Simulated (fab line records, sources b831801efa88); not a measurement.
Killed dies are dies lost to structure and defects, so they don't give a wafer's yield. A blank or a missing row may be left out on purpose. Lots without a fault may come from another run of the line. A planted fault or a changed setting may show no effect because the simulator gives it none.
Which tool did it? | flow gf180mcu | 12 lots, 36 wafers sampled, at 1 step of a route of 602

WHAT THE GAUGES READ, wafer by wafer
GF_HV_LDD_CD_MEAS_19: target cd 400 nm.
lot  | measured     | on        | cd_nm (nm)
L075 | day 11 01:44 | cd_sem-02 | 400.4 399.1 399.9
L077 | day 11 21:38 | cd_sem-01 | 396.9 398.2 399.3
L079 | day 12 12:02 | cd_sem-02 | 396.1 395.5 397.2
L081 | day 13 01:14 | cd_sem-01 | 397.4 396.6 398.9
L083 | day 13 17:53 | cd_sem-02 | 399.9 397.8 402.0
L085 | day 14 08:06 | cd_sem-01 | 397.1 398.3 400.9
L087 | day 14 23:19 | cd_sem-02 | 402.5 399.3 404.0
L089 | day 15 16:16 | cd_sem-01 | 401.1 401.5 399.6
L091 | day 16 07:17 | cd_sem-02 | 399.3 397.9 398.1
L093 | day 16 23:35 | cd_sem-01 | 397.1 397.8 396.9
L095 | day 17 16:05 | cd_sem-01 | 399.1 401.9 401.8
L097 | day 18 06:52 | cd_sem-02 | 399.3 400.0 400.0

WHICH TOOL RAN EACH LOT (tool, then ch and the chambers of the sampled wafers, then the start)
The record holds no process step before these readings.

THE ANSWER, worked out from the rows above alone
Rule: what is usual is taken from the lots themselves. Put in order of their means at a reading, lots are off if they are a third of the lots or fewer, leave a main group of 4 or more, and stand apart from it by a gap of 3 or more times the standard deviation of the main group's means; of several such gaps the widest counts. A main group whose means are all the same, to the digits that the tables above print for the reading, isn't used. A lot without any number at a reading at which 4 lots or more have one is off too. The other lots that the step has rows for count as sound.
No lot is off at any reading shown: from this, nothing can be told.

WHAT THE SIMULATOR HAD PUT IN
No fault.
